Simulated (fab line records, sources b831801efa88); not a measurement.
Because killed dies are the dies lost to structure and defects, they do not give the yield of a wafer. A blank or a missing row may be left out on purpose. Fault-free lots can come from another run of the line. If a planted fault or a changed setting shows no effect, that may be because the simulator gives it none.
Lot-split experiment / flow sky130 / 23 wafers read across 5 lots, on a route 708 steps long

== THE SPLIT ==
At SKY_CAP2M_COAT_07 (resist thk 1140 nm), the setting resistThkNm was moved away from the recipe's 1140 nm on 9 of the 23 wafers read, by -4.8% to +1.8%. For the rest of the wafers, this setting stayed at what the recipe calls for.

Reading taken at the split's own step.

== THE READING ==
NOVOLAK_of_CAP2M_COAT_07.thkNm (the simulator's own value, which no gauge read), in nm, at SKY_CAP2M_COAT_07 (resist thk 1140 nm). The file gives no usual value for it. Across the 14 wafers here that went through the recipe, the average is 1139 nm and the standard deviation 3.6 nm.

wafer=L078.1; tool, chamber at the split=lithoTrack-03, 0; resistThkNm as run, nm=1085; against the recipe=-4.8%; NOVOLAK_of_CAP2M_COAT_07.thkNm, nm=1081; against lot-mates on the recipe=-54
wafer=L078.3; tool, chamber at the split=lithoTrack-03, 0; resistThkNm as run, nm=1140; against the recipe=recipe; NOVOLAK_of_CAP2M_COAT_07.thkNm, nm=1134; against lot-mates on the recipe=-
wafer=L078.4; tool, chamber at the split=lithoTrack-03, 0; resistThkNm as run, nm=1140; against the recipe=recipe; NOVOLAK_of_CAP2M_COAT_07.thkNm, nm=1135; against lot-mates on the recipe=-
wafer=L078.6; tool, chamber at the split=lithoTrack-03, 0; resistThkNm as run, nm=1140; against the recipe=recipe; NOVOLAK_of_CAP2M_COAT_07.thkNm, nm=1135; against lot-mates on the recipe=-
wafer=L078.5; tool, chamber at the split=lithoTrack-03, 0; resistThkNm as run, nm=1085; against the recipe=-4.8%; NOVOLAK_of_CAP2M_COAT_07.thkNm, nm=1080; against lot-mates on the recipe=-55
wafer=L076.1; tool, chamber at the split=lithoTrack-04, 0; resistThkNm as run, nm=1161; against the recipe=+1.8%; NOVOLAK_of_CAP2M_COAT_07.thkNm, nm=1162; against lot-mates on the recipe=+22
wafer=L076.2; tool, chamber at the split=lithoTrack-04, 0; resistThkNm as run, nm=1161; against the recipe=+1.8%; NOVOLAK_of_CAP2M_COAT_07.thkNm, nm=1160; against lot-mates on the recipe=+20
wafer=L076.3; tool, chamber at the split=lithoTrack-04, 0; resistThkNm as run, nm=1140; against the recipe=recipe; NOVOLAK_of_CAP2M_COAT_07.thkNm, nm=1141; against lot-mates on the recipe=-
wafer=L076.5; tool, chamber at the split=lithoTrack-04, 0; resistThkNm as run, nm=1140; against the recipe=recipe; NOVOLAK_of_CAP2M_COAT_07.thkNm, nm=1141; against lot-mates on the recipe=-
wafer=L076.6; tool, chamber at the split=lithoTrack-04, 0; resistThkNm as run, nm=1140; against the recipe=recipe; NOVOLAK_of_CAP2M_COAT_07.thkNm, nm=1139; against lot-mates on the recipe=-
wafer=L083.1; tool, chamber at the split=lithoTrack-04, 0; resistThkNm as run, nm=1118; against the recipe=-1.9%; NOVOLAK_of_CAP2M_COAT_07.thkNm, nm=1116; against lot-mates on the recipe=-22
wafer=L083.2; tool, chamber at the split=lithoTrack-04, 0; resistThkNm as run, nm=1140; against the recipe=recipe; NOVOLAK_of_CAP2M_COAT_07.thkNm, nm=1139; against lot-mates on the recipe=-
wafer=L083.4; tool, chamber at the split=lithoTrack-04, 0; resistThkNm as run, nm=1140; against the recipe=recipe; NOVOLAK_of_CAP2M_COAT_07.thkNm, nm=1139; against lot-mates on the recipe=-
wafer=L083.3; tool, chamber at the split=lithoTrack-04, 0; resistThkNm as run, nm=1140; against the recipe=recipe; NOVOLAK_of_CAP2M_COAT_07.thkNm, nm=1135; against lot-mates on the recipe=-
wafer=L083.5; tool, chamber at the split=lithoTrack-04, 0; resistThkNm as run, nm=1118; against the recipe=-1.9%; NOVOLAK_of_CAP2M_COAT_07.thkNm, nm=1113; against lot-mates on the recipe=-25
wafer=L081.4; tool, chamber at the split=lithoTrack-01, 0; resistThkNm as run, nm=1140; against the recipe=recipe; NOVOLAK_of_CAP2M_COAT_07.thkNm, nm=1145; against lot-mates on the recipe=-
wafer=L081.5; tool, chamber at the split=lithoTrack-01, 0; resistThkNm as run, nm=1140; against the recipe=recipe; NOVOLAK_of_CAP2M_COAT_07.thkNm, nm=1142; against lot-mates on the recipe=-
wafer=L081.6; tool, chamber at the split=lithoTrack-01, 0; resistThkNm as run, nm=1140; against the recipe=recipe; NOVOLAK_of_CAP2M_COAT_07.thkNm, nm=1146; against lot-mates on the recipe=-
wafer=L084.1; tool, chamber at the split=lithoTrack-04, 0; resistThkNm as run, nm=1097; against the recipe=-3.8%; NOVOLAK_of_CAP2M_COAT_07.thkNm, nm=1093; against lot-mates on the recipe=-45
wafer=L084.2; tool, chamber at the split=lithoTrack-04, 0; resistThkNm as run, nm=1097; against the recipe=-3.8%; NOVOLAK_of_CAP2M_COAT_07.thkNm, nm=1098; against lot-mates on the recipe=-40
wafer=L084.3; tool, chamber at the split=lithoTrack-04, 0; resistThkNm as run, nm=1097; against the recipe=-3.8%; NOVOLAK_of_CAP2M_COAT_07.thkNm, nm=1096; against lot-mates on the recipe=-42
wafer=L084.4; tool, chamber at the split=lithoTrack-04, 0; resistThkNm as run, nm=1140; against the recipe=recipe; NOVOLAK_of_CAP2M_COAT_07.thkNm, nm=1137; against lot-mates on the recipe=-
wafer=L084.5; tool, chamber at the split=lithoTrack-04, 0; resistThkNm as run, nm=1140; against the recipe=recipe; NOVOLAK_of_CAP2M_COAT_07.thkNm, nm=1139; against lot-mates on the recipe=-

THE FIT
A straight line over all 23 wafers: NOVOLAK_of_CAP2M_COAT_07.thkNm changes by +11.9 nm for each +1% of resistThkNm; r = +0.99; the points scatter about the line by 3.2 nm.
The same after taking each lot's own level away (the mean of its wafers on the recipe; 23 wafers): +11.3 nm for each +1%; r = +1.00; scatter 1.5 nm.
According to that fit, moving resistThkNm by its largest amount changes the reading by 54 nm.
The span of the lots' own levels, 1134.7 to 1144.3 nm, comes to 2.7 times the standard deviation stated above.
Consequently the slope shifts little with the lot-to-lot level, the two slopes agreeing.
Check: -54.6 nm against its lot-mates is what the line predicts for one of the wafers moved furthest among these (-4.8%) when that wafer is left out of the fit. It came out at -53.7 nm against them.

== THESE WAFERS: OTHER SPLITS ==
These wafers also went through other splits before the reading. Each is held against what the fit with the lots' levels taken away leaves over:
other split on the same wafers=SKY_METAL3_SPUTTER_00 timeS; wafers away from the commonest value=11; r with NOVOLAK_of_CAP2M_COAT_07.thkNm (lot level and that fit taken away)=+0.34
other split on the same wafers=SKY_CAPM_SPUTTER_02 powerW; wafers away from the commonest value=6; r with NOVOLAK_of_CAP2M_COAT_07.thkNm (lot level and that fit taken away)=+0.10
other split on the same wafers=SKY_VIA3_CMP_02 leaveAboveRefNm; wafers away from the commonest value=8; r with NOVOLAK_of_CAP2M_COAT_07.thkNm (lot level and that fit taken away)=-0.18
other split on the same wafers=SKY_METAL4_SPUTTER_02 timeS; wafers away from the commonest value=8; r with NOVOLAK_of_CAP2M_COAT_07.thkNm (lot level and that fit taken away)=-0.18
other split on the same wafers=SKY_METAL4_SPUTTER_04 powerW; wafers away from the commonest value=8; r with NOVOLAK_of_CAP2M_COAT_07.thkNm (lot level and that fit taken away)=+0.10

== THE WHOLE CHAIN: every reading that the file lists as answering this split, in the file's order ==
step=SKY_CAP2M_COAT_07; what it does=resist thk 1140 nm; reading=NOVOLAK_of_CAP2M_COAT_07.thkNm (the simulator's own value, which no gauge read); change (the file's fit)=+11.3 nm for each +1% of the setting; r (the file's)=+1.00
step=SKY_CAP2M_STRIP_14; what it does=strips in O2/N2; reading=stripTimeToEndpointS; change (the file's fit)=withheld for each +1% of the setting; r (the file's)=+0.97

== THE FILE'S OWN FIT ==
NOVOLAK_of_CAP2M_COAT_07.thkNm changes by +11.3 nm for each +1% of resistThkNm, r = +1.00.
